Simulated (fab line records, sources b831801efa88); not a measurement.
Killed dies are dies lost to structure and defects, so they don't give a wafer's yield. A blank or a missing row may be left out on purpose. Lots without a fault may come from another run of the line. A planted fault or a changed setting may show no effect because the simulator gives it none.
Which tool did it? | flow gf180mcu | 12 lots, 36 wafers sampled, at 4 steps of a route of 602

WHAT THE GAUGES READ, wafer by wafer
GF_PASSIVATION_THK_MEAS_03. Usual: PASSIVATION_CVD_02_THK 694 nm, standard deviation 8.6.
lot  | measured     | on            | PASSIVATION_CVD_02_THK (nm) | flag
L425 | day 28 02:37 | film_metro-01 | 687 691 704                 |
L426 | day 28 18:37 | film_metro-04 | 670 697 703                 |
L427 | day 29 07:07 | film_metro-01 | 680 687 698                 |
L429 | day 29 14:57 | film_metro-03 | 689 700 700                 |
L430 | day 30 00:37 | film_metro-03 | 689 697 708                 |
L432 | day 30 14:13 | film_metro-03 | 682 695 698                 |
L434 | day 31 04:55 | film_metro-01 | 683 689 692                 |
L441 | day 32 19:20 | film_metro-03 | 702 705 703                 |
L442 | day 32 21:04 | film_metro-01 | 682 692 695                 |
L445 | day 33 08:42 | film_metro-01 | 680 680 692                 |
L447 | day 34 00:06 | film_metro-01 | 680 687 691                 |
L448 | day 34 00:36 | film_metro-03 | 686 701 694                 |

WHICH TOOL RAN EACH LOT (tool, then ch and the chambers of the sampled wafers, then the start)
lot  | GF_V1_ETCH_16                      | GF_TOP_METAL_SPUTTER_02      | GF_TOP_METAL_METAL_ETCH_16
L425 | rie_diel-01 ch 1,2, day 18 04:40   | pvd_sputter-04, day 27 05:50 | rie_metal-01 ch 0,1, day 28 01:31
L426 | rie_diel-04 ch 0,1, day 18 21:34   | pvd_sputter-04, day 27 22:07 | rie_metal-03 ch 1, day 28 17:16
L427 | rie_diel-04 ch 0,2,3, day 19 14:56 | pvd_sputter-03, day 28 10:26 | rie_metal-01 ch 0,1, day 29 05:53
L429 | rie_diel-04 ch 1,2,3, day 19 23:02 | pvd_sputter-01, day 28 18:23 | rie_metal-01 ch 0,1, day 29 13:47
L430 | rie_diel-04 ch 0,2,3, day 20 12:55 | pvd_sputter-01, day 29 04:58 | rie_metal-02 ch 1, day 29 23:16
L432 | rie_diel-04 ch 0,1,2, day 21 03:39 | pvd_sputter-03, day 29 17:40 | rie_metal-01 ch 0, day 30 12:55
L434 | rie_diel-03 ch 0,1,2, day 21 22:37 | pvd_sputter-01, day 30 09:49 | rie_metal-02 ch 0,1, day 31 03:49
L441 | rie_diel-04 ch 0,1, day 24 01:35   | pvd_sputter-01, day 32 02:07 | rie_metal-02 ch 0,1, day 32 18:13
L442 | rie_diel-04 ch 1,2, day 24 05:12   | pvd_sputter-04, day 32 03:38 | rie_metal-02 ch 0, day 32 19:47
L445 | rie_diel-01 ch 0,1,3, day 24 23:25 | pvd_sputter-04, day 32 15:40 | rie_metal-01 ch 0,1, day 33 07:32
L447 | rie_diel-01 ch 0,3, day 25 15:46   | pvd_sputter-04, day 33 07:20 | rie_metal-02 ch 0,1, day 33 22:56
L448 | rie_diel-01 ch 0,2, day 25 18:51   | pvd_sputter-01, day 33 07:38 | rie_metal-03 ch 0,1, day 33 22:59
- GF_V1_ETCH_16: etches BARC in N2/H2.
- GF_TOP_METAL_SPUTTER_02: material AlCu, target thk 900 nm, time 47.82 s.
- GF_TOP_METAL_METAL_ETCH_16: etches the open film in Cl2/BCl3, stops on SiO2, target depth 1197 nm, time 199.5 s.

WHAT THE TOOLS THEMSELVES READ (means of the sampled wafers that have a number; where no wafer has one, the mark that the record gives instead)
GF_V1_ETCH_16. Usual: bias_w 100.0 W, standard deviation 0.35; drypump_motor_current_A 5.6 A, standard deviation 0.37; oes_product_au 0.855 a.u., standard deviation 0.0047; throttle_valve_pct 13.225 %, standard deviation 0.009.
lot  | tool        | bias_w (W) | drypump_motor_current_A (A) | oes_product_au (a.u.) | throttle_valve_pct (%) | flag
L425 | rie_diel-01 | 100.3      | 5.7                         | 0.853                 | 13.223                 |
L426 | rie_diel-04 | 100.1      | 5.9                         | 0.860                 | 13.223                 |
L427 | rie_diel-04 | 99.9       | 5.8                         | 0.855                 | 13.225                 |
L429 | rie_diel-04 | 99.6       | 5.6                         | 0.856                 | 13.228                 |
L430 | rie_diel-04 | 99.8       | 5.8                         | 0.851                 | 13.216                 |
L432 | rie_diel-04 | 99.7       | 5.7                         | 0.857                 | 13.224                 |
L434 | rie_diel-03 | 99.9       | 6.0                         | 0.853                 | 13.231                 |
L441 | rie_diel-04 | 100.2      | 5.9                         | 0.851                 | 13.215                 |
L442 | rie_diel-04 | 99.9       | 5.6                         | 0.854                 | 13.234                 |
L445 | rie_diel-01 | 99.9       | 5.3                         | 0.858                 | 13.230                 |
L447 | rie_diel-01 | 100.0      | 5.1                         | 0.855                 | 13.224                 |
L448 | rie_diel-01 | 99.6       | 5.3                         | 0.856                 | 13.218                 |

GF_TOP_METAL_SPUTTER_02. Usual: cathode_dc_power_W 10600 W, standard deviation 1.9; throttle_valve_pct 29.8 %, standard deviation 1.4.
lot  | tool           | cathode_dc_power_W (W) | throttle_valve_pct (%) | flag
L425 | pvd_sputter-04 | 10598                  | 29.7                   |
L426 | pvd_sputter-04 | 10601                  | 28.0                   |
L427 | pvd_sputter-03 | 10602                  | 30.8                   |
L429 | pvd_sputter-01 | 10599                  | 31.0                   |
L430 | pvd_sputter-01 | 10600                  | 29.2                   |
L432 | pvd_sputter-03 | 10598                  | 30.6                   |
L434 | pvd_sputter-01 | 10601                  | 30.8                   |
L441 | pvd_sputter-01 | 10600                  | 29.8                   |
L442 | pvd_sputter-04 | 10601                  | 30.4                   |
L445 | pvd_sputter-04 | 10601                  | 29.0                   |
L447 | pvd_sputter-04 | 10598                  | 30.2                   |
L448 | pvd_sputter-01 | 10600                  | 29.3                   |

GF_TOP_METAL_METAL_ETCH_16. Usual: bias_w 140.0 W, standard deviation 0.45; drypump_motor_current_A 6.09 A, standard deviation 0.15; oes_product_au 0.992 a.u., standard deviation 0.0055; throttle_valve_pct 28.229 %, standard deviation 0.011.
lot  | tool         | bias_w (W) | drypump_motor_current_A (A) | oes_product_au (a.u.) | throttle_valve_pct (%) | flag
L425 | rie_metal-01 | 140.8      | 5.95                        | 0.988                 | 28.231                 |
L426 | rie_metal-03 | 139.6      | 5.99                        | 0.991                 | 28.228                 |
L427 | rie_metal-01 | 140.6      | 6.04                        | 0.988                 | 28.232                 |
L429 | rie_metal-01 | 140.0      | 5.95                        | 0.989                 | 28.225                 |
L430 | rie_metal-02 | 140.1      | 6.29                        | 0.986                 | 28.230                 |
L432 | rie_metal-01 | 139.6      | 6.15                        | 0.984                 | 28.228                 |
L434 | rie_metal-02 | 140.3      | 6.12                        | 0.995                 | 28.235                 |
L441 | rie_metal-02 | 140.1      | 6.21                        | 0.989                 | 28.225                 |
L442 | rie_metal-02 | 140.4      | 6.03                        | 0.992                 | 28.216                 |
L445 | rie_metal-01 | 139.9      | 5.95                        | 0.996                 | 28.232                 |
L447 | rie_metal-02 | 139.7      | 6.18                        | 0.994                 | 28.227                 |
L448 | rie_metal-03 | 139.8      | 6.06                        | 0.993                 | 28.236                 |

THE ANSWER, worked out from the rows above alone
Rule: a lot is off if the mean of its wafers that have a number lies more than 3 standard deviations from the usual mean. A lot without any number at a reading at which 4 lots or more have one is off too. The other lots that the step has rows for count as sound. The gauges are gone through in route order, then the tools' own readings, and for those a lot's mean is taken as printed above. The first step at which some lot is off is used, and at that step the reading that is off furthest; a lot without a number counts as furthest.
No lot is off at any reading shown: from this, nothing can be told.

WHAT THE SIMULATOR HAD PUT IN
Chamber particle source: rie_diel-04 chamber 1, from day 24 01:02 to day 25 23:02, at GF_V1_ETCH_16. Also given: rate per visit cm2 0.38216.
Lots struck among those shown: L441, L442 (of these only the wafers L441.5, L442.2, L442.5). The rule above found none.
